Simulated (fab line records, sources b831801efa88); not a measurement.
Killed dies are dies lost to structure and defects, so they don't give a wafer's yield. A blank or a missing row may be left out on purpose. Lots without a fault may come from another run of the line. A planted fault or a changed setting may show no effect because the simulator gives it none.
Chamber matching | flow sky130 | SKY_LI_CONTACT_HDPCVD_00 on hdpcvd-02: 3 sister chambers
The step deposits PSG, target thk 930 nm, time 155 s. 6 wafers are shown with their chamber, then 8 later ones without.

WAFERS WITH THEIR CHAMBER
wafer  | chamber | susceptor_temp_C (C)
L399.5 | 0       | 599.87
L403.1 | 0       | 600.37
L414.1 | 2       | 600.01
L414.3 | 1       | 599.79
L414.6 | 1       | 599.93
L416.1 | 2       | 599.67

WAFERS WITHOUT THEIR CHAMBER
wafer  | susceptor_temp_C (C)
L416.2 | 599.96
L416.5 | 599.95
L419.1 | 600.01
L419.2 | 600.04
L419.4 | 600.34
L420.1 | 599.57
L420.2 | 599.33
L420.4 | 599.73

WHICH CHAMBER EACH WENT THROUGH
wafer  | from the rows above          | in truth
L416.2 | can't be placed: 1 or 2 or 0 | 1
L416.5 | can't be placed: 1 or 2 or 0 | 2
L419.1 | can't be placed: 0 or 1 or 2 | 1
L419.2 | can't be placed: 0 or 1 or 2 | 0
L419.4 | can't be placed: 0 or 1 or 2 | 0
L420.1 | can't be placed: 2 or 1 or 0 | 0
L420.2 | can't be placed: 2 or 1 or 0 | 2
L420.4 | can't be placed: 2 or 1 or 0 | 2
Placed correctly: 0 of 8. Can't be placed from these rows: 8 (the true chamber is among the candidates in 8). Placed wrongly: 0.
How it was worked out, from the rows above alone: a wafer's distance from a chamber is the root of the sum, over the readings, of the square of ((its reading less the chamber's mean) divided by the reading's scatter). The wafer belongs to the nearest chamber; if the next one is less than 2 further off, it can't be placed. A chamber's mean is the mean of its shown wafers. The scatter: the root of (the sum of the squares of (reading less its chamber's mean) over the shown wafers, divided by (wafers less chambers)).
